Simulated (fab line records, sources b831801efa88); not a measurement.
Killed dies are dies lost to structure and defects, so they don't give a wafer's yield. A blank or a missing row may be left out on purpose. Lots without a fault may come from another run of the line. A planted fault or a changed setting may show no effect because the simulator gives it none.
A struck lot beside a sound one | flow sky130 | 18 steps out of a route of 708
Sound: wafers L472.2, L472.3, L472.5. Struck: wafers L478.1, L478.2, L478.6. The cause comes at the end.
At each step with rows: each side's tool, then ch and its chambers, then its first start. Under that, the readings that differ: sound wafers | struck wafers | difference of the means | sigmas: that difference in standard deviations of wafers without a fault.
alike: readings whose means differ by less than 2 such deviations, and words and numbers that are the same on both sides. not compared: withheld readings, readings that some wafer has no value for, bounds like >300 that may hide the same value, and numbers for which the record gives no deviation and whose values overlap.
The two part at a step that has a row with sigmas, a row that says differs or no value, or rows on one side only. Numbers that don't overlap but have no deviation are shown without sigmas and don't part them. A reading that every wafer of one side lacks parts them only if that side has two wafers or more.

first, 4 steps without rows for these wafers: SKY_PWDE_SOFTBAKE_03; SKY_PWDE_EXPOSE_04 (exposes mask PWDEM, target cd 840 nm); SKY_PWDE_PEB_05; SKY_PWDE_DEVELOP_06 (develop time 60 s).
SKY_PWDE_OVL_MEAS_07:
  sound on overlay-02, day 4 08:47; struck on overlay-02, day 5 17:48
  alike: PWDE_OVL
then, 1 step without rows for these wafers: SKY_PWDE_IMPLANT_08.
SKY_PWDE_STRIP_09: strips in O2/N2.
  sound on plasma_asher-01 ch 1, day 4 08:58; struck on plasma_asher-01 ch 0,1, day 5 17:59
  alike: drypump_motor_current_A, oes_product_au, strip_time_to_endpoint_s
  not compared: rf_hours_counter_h
SKY_PWDE_TW_MEAS_10:
  sound on film_metro-03, day 4 09:04; struck on film_metro-02, day 5 18:05
  reading | sound             | struck            | difference | sigmas
  PWDE_TW | 373.5 371.9 375.0 | 378.1 377.8 376.2 | +3.9       | +2
then, 4 steps without rows for these wafers: SKY_NWELL_DEHYDRATE_03 (time 60 s); SKY_NWELL_HMDS_04 (prime time 60 s); SKY_NWELL_COAT_05 (resist thk 3000 nm); SKY_NWELL_SOFTBAKE_06.
SKY_NWELL_EXPOSE_07: exposes mask NWM, target cd 840 nm.
  sound on iline_stepper-02 ch 0, day 4 17:19; struck on iline_stepper-02 ch 0, day 6 02:31
  reading                       | sound                | struck               | difference | sigmas
  model.NWELL.overlay_x_nm (nm) | 0.6218 0.6218 0.6218 | -111.4 -111.4 -111.4 | -112.0     |
  alike: mask
then, 2 steps without rows for these wafers: SKY_NWELL_PEB_08; SKY_NWELL_DEVELOP_09 (develop time 60 s).
SKY_NWELL_OVL_MEAS_10:
  sound on overlay-02, day 5 01:53; struck on overlay-01, day 6 10:52
  reading           | sound          | struck               | difference | sigmas
  NWELL_00_OVL (nm) | -1.9 -2.7 -1.4 | -111.3 -112.0 -112.6 | -110.0     | -73
then, 1 step without rows for these wafers: SKY_NWELL_IMPLANT_11.
-- the record jumps here: 41 days lie between the struck wafers' starts before and after (it left off in module NWELL and takes up again in module PAD_OPEN, whose first step shown is number 708 of the route) --
SKY_PAD_OPEN_PROBE_99:
  sound on prober-01, day 46 02:40; struck on prober-01, day 47 20:22
  reading                          | sound                         | struck                        | difference | sigmas
  model.etest.pfet_16v.r_on_ohm_um | 1.478e+04 1.51e+04 1.497e+04  | 1.44e+04 1.394e+04 1.438e+04  | -7.10e+02  |
  model.etest.nfet_16v.r_on_ohm_um | 1.386e+04 1.386e+04 1.387e+04 | 1.312e+04 1.313e+04 1.309e+04 | -7.500e+02 |
  model.etest.pfet_16v.drive_ua_um | 246.9 243.2 242.5             | 268.9 270 265.2               | +23.8      |
  alike: killed_at_M0_to_M3, killed_at_M4_up, killed_at_contacts, killed_at_front_end, killed_at_other, killed_dies, killed_open, killed_short
  not compared: model.etest.nfet_16v.drive_ua_um

WHERE THEY PART
First at SKY_PWDE_TW_MEAS_10; last, within this record, at SKY_NWELL_OVL_MEAS_10. Later steps at which nothing parts them and some readings are alike: SKY_PAD_OPEN_PROBE_99.

WHY: what the simulator had put in
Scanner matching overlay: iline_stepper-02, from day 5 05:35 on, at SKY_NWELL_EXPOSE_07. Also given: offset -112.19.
